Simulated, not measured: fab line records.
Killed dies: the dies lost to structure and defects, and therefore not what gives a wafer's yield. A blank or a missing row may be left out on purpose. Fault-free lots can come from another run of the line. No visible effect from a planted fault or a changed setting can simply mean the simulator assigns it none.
Which tool was responsible? :: flow sky130 :: Sampling: 14 lots, 42 wafers, 4 of 708 route steps

== WHAT THE GAUGES READ, wafer by wafer ==
SKY_FIELD_ISO_THK_MEAS_25.
lot: L355
measured: day 2 06:26
on: filmMetro-02
FIELD_ISO_CVD_24_THK (nm): 598 601 601

lot: L357
measured: day 2 16:20
on: filmMetro-01
FIELD_ISO_CVD_24_THK (nm): 594 593 598

lot: L358
measured: day 2 22:41
on: filmMetro-02
FIELD_ISO_CVD_24_THK (nm): 582 599 577

lot: L359
measured: day 3 05:22
on: filmMetro-01
FIELD_ISO_CVD_24_THK (nm): 602 588 603

lot: L360
measured: day 3 10:25
on: filmMetro-02
FIELD_ISO_CVD_24_THK (nm): 597 600 589

lot: L361
measured: day 3 20:03
on: filmMetro-03
FIELD_ISO_CVD_24_THK (nm): 589 602 595

lot: L362
measured: day 4 01:08
on: filmMetro-02
FIELD_ISO_CVD_24_THK (nm): 590 586 592

lot: L366
measured: day 4 16:23
on: filmMetro-01
FIELD_ISO_CVD_24_THK (nm): 588 590 594

lot: L370
measured: day 5 13:37
on: filmMetro-01
FIELD_ISO_CVD_24_THK (nm): 603 608 597

lot: L374
measured: day 6 11:01
on: filmMetro-03
FIELD_ISO_CVD_24_THK (nm): 590 587 598

lot: L375
measured: day 6 16:37
on: filmMetro-01
FIELD_ISO_CVD_24_THK (nm): 590 602 591

lot: L376
measured: day 6 20:41
on: filmMetro-02
FIELD_ISO_CVD_24_THK (nm): 594 592 587

lot: L377
measured: day 7 02:17
on: filmMetro-02
FIELD_ISO_CVD_24_THK (nm): 597 605 603

lot: L378
measured: day 7 06:45
on: filmMetro-03
FIELD_ISO_CVD_24_THK (nm): 595 589 597

SKY_VT_ADJUST_LVTN_OVL_MEAS_07.
lot: L355
measured: day 6 19:41
on: overlay-02
VT_ADJUST_LVTN_OVL (nm): 0.6 -0.2 -1.1

lot: L357
measured: day 7 11:29
on: overlay-01
VT_ADJUST_LVTN_OVL (nm): 3.1 3.4 2.8

lot: L358
measured: day 7 13:56
on: overlay-01
VT_ADJUST_LVTN_OVL (nm): 1.5 -1.3 2.6

lot: L359
measured: day 7 23:08
on: overlay-01
VT_ADJUST_LVTN_OVL (nm): 1.3 2.2 1.0

lot: L360
measured: day 8 05:56
on: overlay-01
VT_ADJUST_LVTN_OVL (nm): -0.8 -0.9 -0.9

lot: L361
measured: day 8 20:02
on: overlay-01
VT_ADJUST_LVTN_OVL (nm): 2.3 0.3 0.5

lot: L362
measured: day 9 04:17
on: overlay-01
VT_ADJUST_LVTN_OVL (nm): -0.9 -0.1 1.6

lot: L366
measured: day 9 21:13
on: overlay-01
VT_ADJUST_LVTN_OVL (nm): 2.0 1.3 0.7

lot: L370
measured: day 10 21:11
on: overlay-02
VT_ADJUST_LVTN_OVL (nm): -1.0 -0.2 -0.5

lot: L374
measured: day 12 14:23
on: overlay-01
VT_ADJUST_LVTN_OVL (nm): 3.2 1.9 1.4

lot: L375
measured: day 12 14:53
on: overlay-02
VT_ADJUST_LVTN_OVL (nm): -0.5 -1.8 -0.1

lot: L376
measured: day 12 16:07
on: overlay-01
VT_ADJUST_LVTN_OVL (nm): 0.2 -1.2 0.6

lot: L377
measured: day 12 18:30
on: overlay-02
VT_ADJUST_LVTN_OVL (nm): 0.5 1.1 1.6

lot: L378
measured: day 13 14:44
on: overlay-02
VT_ADJUST_LVTN_OVL (nm): 0.2 1.5 2.5

SKY_VT_ADJUST_NCORE_OVL_MEAS_08.
lot: L355
measured: day 8 12:25
on: overlay-01
VT_ADJUST_NCORE_OVL (nm): 2.1 1.6 1.8

lot: L357
measured: day 9 05:00
on: overlay-01
VT_ADJUST_NCORE_OVL (nm): 1.3 -0.1 0.5

lot: L358
measured: day 9 20:26
on: overlay-02
VT_ADJUST_NCORE_OVL (nm): -0.3 -1.4 0.1

lot: L359
measured: day 9 20:53
on: overlay-01
VT_ADJUST_NCORE_OVL (nm): -1.8 -2.3 -1.0

lot: L360
measured: day 9 21:43
on: overlay-01
VT_ADJUST_NCORE_OVL (nm): 2.3 3.1 2.1

lot: L361
measured: day 10 16:34
on: overlay-02
VT_ADJUST_NCORE_OVL (nm): 0.2 -0.2 0.1

lot: L362
measured: day 10 20:57
on: overlay-02
VT_ADJUST_NCORE_OVL (nm): 1.2 -0.5 1.3

lot: L366
measured: day 11 16:40
on: overlay-01
VT_ADJUST_NCORE_OVL (nm): -1.7 -0.2 -0.6

lot: L370
measured: day 12 21:24
on: overlay-02
VT_ADJUST_NCORE_OVL (nm): -1.8 -0.7 -0.1

lot: L374
measured: day 14 17:19
on: overlay-01
VT_ADJUST_NCORE_OVL (nm): -1.1 -0.5 -0.7

lot: L375
measured: day 14 18:28
on: overlay-02
VT_ADJUST_NCORE_OVL (nm): 2.3 2.4 1.6

lot: L376
measured: day 14 20:22
on: overlay-01
VT_ADJUST_NCORE_OVL (nm): 0.7 2.0 3.0

lot: L377
measured: day 14 22:40
on: overlay-01
VT_ADJUST_NCORE_OVL (nm): -0.2 1.4 0.7

lot: L378
measured: day 15 19:39
on: overlay-01
VT_ADJUST_NCORE_OVL (nm): -0.9 -0.1 1.8

== TOOL THAT RAN EACH LOT (tool first, then ch and the chambers of the sampled wafers, then the start) ==
lot: L355
SKY_NWELL_IMPLANT_12: implanter-02 ch 0, day 4 11:41

lot: L357
SKY_NWELL_IMPLANT_12: implanter-04 ch 0, day 5 02:28

lot: L358
SKY_NWELL_IMPLANT_12: implanter-04 ch 0, day 5 04:53

lot: L359
SKY_NWELL_IMPLANT_12: implanter-01 ch 0, day 5 13:13

lot: L360
SKY_NWELL_IMPLANT_12: implanter-01 ch 0, day 5 19:00

lot: L361
SKY_NWELL_IMPLANT_12: implanter-01 ch 0, day 6 06:16

lot: L362
SKY_NWELL_IMPLANT_12: implanter-01 ch 0, day 6 14:13

lot: L366
SKY_NWELL_IMPLANT_12: implanter-02 ch 0, day 7 06:14

lot: L370
SKY_NWELL_IMPLANT_12: implanter-01 ch 0, day 8 05:28

lot: L374
SKY_NWELL_IMPLANT_12: implanter-01 ch 0, day 9 20:32

lot: L375
SKY_NWELL_IMPLANT_12: implanter-04 ch 0, day 9 21:01

lot: L376
SKY_NWELL_IMPLANT_12: implanter-04 ch 0, day 9 21:28

lot: L377
SKY_NWELL_IMPLANT_12: implanter-04 ch 0, day 9 22:32

lot: L378
SKY_NWELL_IMPLANT_12: implanter-04 ch 0, day 10 13:33
- SKY_NWELL_IMPLANT_12

== WHAT THE TOOLS THEMSELVES READ (means of the sampled wafers that have a number; where no wafer has one, the mark that the record gives instead) ==
SKY_NWELL_IMPLANT_12.
lot: L355
tool: implanter-02
doseIonsCm2: 1.2995e+12
faradayCurrentUA: 7.37

lot: L357
tool: implanter-04
doseIonsCm2: 1.2985e+12
faradayCurrentUA: 7.43

lot: L358
tool: implanter-04
doseIonsCm2: 1.2999e+12
faradayCurrentUA: 7.28

lot: L359
tool: implanter-01
doseIonsCm2: 1.2991e+12
faradayCurrentUA: 7.33

lot: L360
tool: implanter-01
doseIonsCm2: 1.2989e+12
faradayCurrentUA: 7.33

lot: L361
tool: implanter-01
doseIonsCm2: 1.3011e+12
faradayCurrentUA: 7.35

lot: L362
tool: implanter-01
doseIonsCm2: 1.2998e+12
faradayCurrentUA: 7.27

lot: L366
tool: implanter-02
doseIonsCm2: 1.3011e+12
faradayCurrentUA: 7.37

lot: L370
tool: implanter-01
doseIonsCm2: 1.4330e+12
faradayCurrentUA: 8.15

lot: L374
tool: implanter-01
doseIonsCm2: 1.4333e+12
faradayCurrentUA: 8.04

lot: L375
tool: implanter-04
doseIonsCm2: 1.3010e+12
faradayCurrentUA: 7.36

lot: L376
tool: implanter-04
doseIonsCm2: 1.2986e+12
faradayCurrentUA: 7.53

lot: L377
tool: implanter-04
doseIonsCm2: 1.3007e+12
faradayCurrentUA: 7.30

lot: L378
tool: implanter-04
doseIonsCm2: 1.3009e+12
faradayCurrentUA: 7.29

== THE ANSWER, worked out from the rows above alone ==
Rule: the lots themselves supply what counts as usual. The widest of any qualifying gaps counts: lots, ordered by their means at a reading, are off when they make up no more than a third of the lots, leave a main group of 4 or more, and stand apart from it by 3 or more times the standard deviation of that group's means. If all means in a main group match to the digits the tables above print for the reading, that group is not used. A lot without any number at a reading at which 4 lots or more have one is off too. Any other lot the step has rows for is counted as sound. Order of review: gauges by route order, followed by the tools' own readings, for which a lot's mean as printed above is used. The first step at which some lot is off is used, and at that step the reading that is off furthest; a lot without a number counts as furthest.
Off: L370, L374, at SKY_NWELL_IMPLANT_12 (doseIonsCm2). For the main group the mean is 1.2999e+12 and the standard deviation 9.7e+08.
A tool fits if, at that step or a process step before it, it ran every lot that is off, and no sound lot after the first of them. One candidate fits, namely implanter-01 at SKY_NWELL_IMPLANT_12. Its last sound lot is L362 (day 6 14:13), its first lot that is off L370 (day 8 05:28): a fault that began between those two fits.
The tool's own readings at SKY_NWELL_IMPLANT_12 bear it out: on the lots that are off they differ by more than 5 times the standard deviation of the sound lots' means. doseIonsCm2 reads 1.4332e+12 there against 1.2999e+12 on the sound lots; faradayCurrentUA reads 8.09 there against 7.35 on the sound lots.

== WHAT THE SIMULATOR HAD PUT IN ==
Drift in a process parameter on implanter-01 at SKY_NWELL_IMPLANT_12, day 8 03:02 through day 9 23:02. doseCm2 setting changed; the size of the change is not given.
Shown lots that were struck: L370, L374. The rule given above showed the same thing.
